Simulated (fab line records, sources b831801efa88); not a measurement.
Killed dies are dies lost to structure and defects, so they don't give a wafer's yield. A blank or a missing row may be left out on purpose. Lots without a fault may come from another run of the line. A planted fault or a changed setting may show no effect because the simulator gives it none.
Which tool did it? | flow gf180mcu | 13 lots, 39 wafers sampled, at 3 steps of a route of 602

WHAT THE GAUGES READ, wafer by wafer
GF_STI_THK_MEAS_22.
lot  | measured    | on            | STI_OXIDATION_01_THK (nm)
L942 | day 2 03:34 | film_metro-02 | 15.34 15.34 15.21
L944 | day 2 21:49 | film_metro-01 | 15.09 15.22 15.07
L945 | day 3 00:19 | film_metro-01 | 14.50 14.23 14.43
L946 | day 3 02:06 | film_metro-04 | 15.10 15.32 15.18
L948 | day 3 06:10 | film_metro-04 | 15.22 15.39 15.21
L949 | day 3 15:31 | film_metro-01 | 14.96 14.89 14.92
L950 | day 3 21:19 | film_metro-01 | 14.56 14.78 14.47
L952 | day 4 08:48 | film_metro-04 | 14.82 14.76 14.67
L953 | day 4 13:58 | film_metro-01 | 14.93 14.80 15.04
L956 | day 5 06:56 | film_metro-02 | 15.01 14.94 15.10
L957 | day 5 09:19 | film_metro-01 | 15.15 14.90 15.19
L959 | day 5 18:20 | film_metro-02 | 15.40 15.27 15.31
L963 | day 6 15:32 | film_metro-01 | 14.97 15.06 15.14

GF_LVPWELL_OVL_MEAS_07.
lot  | measured    | on         | LVPWELL_OVL (nm)
L942 | day 3 14:04 | overlay-01 | -2.3 -0.8 -2.6
L944 | day 4 17:13 | overlay-02 | -0.1 1.5 0.6
L945 | day 4 18:53 | overlay-01 | -0.7 1.0 1.0
L946 | day 4 22:22 | overlay-01 | -1.5 -2.2 -1.9
L948 | day 5 03:16 | overlay-01 | -2.0 -1.2 -2.6
L949 | day 5 11:07 | overlay-01 | 0.4 -1.3 -0.8
L950 | day 5 17:04 | overlay-02 | -0.2 -0.3 -2.4
L952 | day 6 06:46 | overlay-02 | -0.9 -1.4 -0.6
L953 | day 6 12:59 | overlay-01 | -1.1 -1.8 -2.3
L956 | day 7 09:17 | overlay-02 | -1.0 -0.6 1.6
L957 | day 7 12:25 | overlay-01 | 0.8 0.7 2.1
L959 | day 7 21:20 | overlay-02 | -1.9 -3.8 -0.7
L963 | day 8 23:10 | overlay-01 | -1.6 0.6 -1.9

WHICH TOOL RAN EACH LOT (tool, then ch and the chambers of the sampled wafers, then the start)
lot  | GF_STI_WET_ETCH_26
L942 | wet_bench-02 ch 2, day 2 04:04
L944 | wet_bench-01 ch 0, day 2 22:22
L945 | wet_bench-03 ch 2, day 3 00:49
L946 | wet_bench-02 ch 2, day 3 02:35
L948 | wet_bench-02 ch 1, day 3 06:40
L949 | wet_bench-01 ch 1, day 3 16:00
L950 | wet_bench-02 ch 2, day 3 21:49
L952 | wet_bench-03 ch 0, day 4 09:20
L953 | wet_bench-03 ch 0, day 4 14:30
L956 | wet_bench-03 ch 2, day 5 07:32
L957 | wet_bench-02 ch 0, day 5 09:50
L959 | wet_bench-01 ch 0, day 5 18:49
L963 | wet_bench-03 ch 3, day 6 16:02
- GF_STI_WET_ETCH_26: etches SiO2 in dHF, target depth 94 nm, time 188 s.

WHAT THE TOOLS THEMSELVES READ (means of the sampled wafers that have a number; where no wafer has one, the mark that the record gives instead)
GF_STI_WET_ETCH_26.
lot  | tool         | run_length_s (s)
L942 | wet_bench-02 | 216
L944 | wet_bench-01 | 213
L945 | wet_bench-03 | 214
L946 | wet_bench-02 | 216
L948 | wet_bench-02 | 213
L949 | wet_bench-01 | 221
L950 | wet_bench-02 | 216
L952 | wet_bench-03 | 215
L953 | wet_bench-03 | 215
L956 | wet_bench-03 | 213
L957 | wet_bench-02 | 220
L959 | wet_bench-01 | 152
L963 | wet_bench-03 | 214

THE ANSWER, worked out from the rows above alone
Rule: what is usual is taken from the lots themselves. Put in order of their means at a reading, lots are off if they are a third of the lots or fewer, leave a main group of 4 or more, and stand apart from it by a gap of 3 or more times the standard deviation of the main group's means; of several such gaps the widest counts. A main group whose means are all the same, to the digits that the tables above print for the reading, isn't used. A lot without any number at a reading at which 4 lots or more have one is off too. The other lots that the step has rows for count as sound. The gauges are gone through in route order, then the tools' own readings, and for those a lot's mean is taken as printed above. The first step at which some lot is off is used, and at that step the reading that is off furthest; a lot without a number counts as furthest.
Off: L959, at GF_STI_WET_ETCH_26 (run_length_s). The main group: mean 216 s, standard deviation 2.5.
A tool fits if, at that step or a process step before it, it ran every lot that is off, and no sound lot after the first of them. One fits: wet_bench-01 at GF_STI_WET_ETCH_26. Its last sound lot is L949 (day 3 16:00), its first lot that is off L959 (day 5 18:49): a fault that began between those two fits.
The tool's own readings at GF_STI_WET_ETCH_26 bear it out: on the lots that are off they differ by more than 5 times the standard deviation of the sound lots' means. run_length_s reads 152 s there against 216 s on the sound lots.

WHAT THE SIMULATOR HAD PUT IN
Process parameter drift: wet_bench-01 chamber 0, from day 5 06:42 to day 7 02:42, at GF_STI_WET_ETCH_26. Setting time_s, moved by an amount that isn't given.
Lots struck among those shown: L959. The rule above found the same.
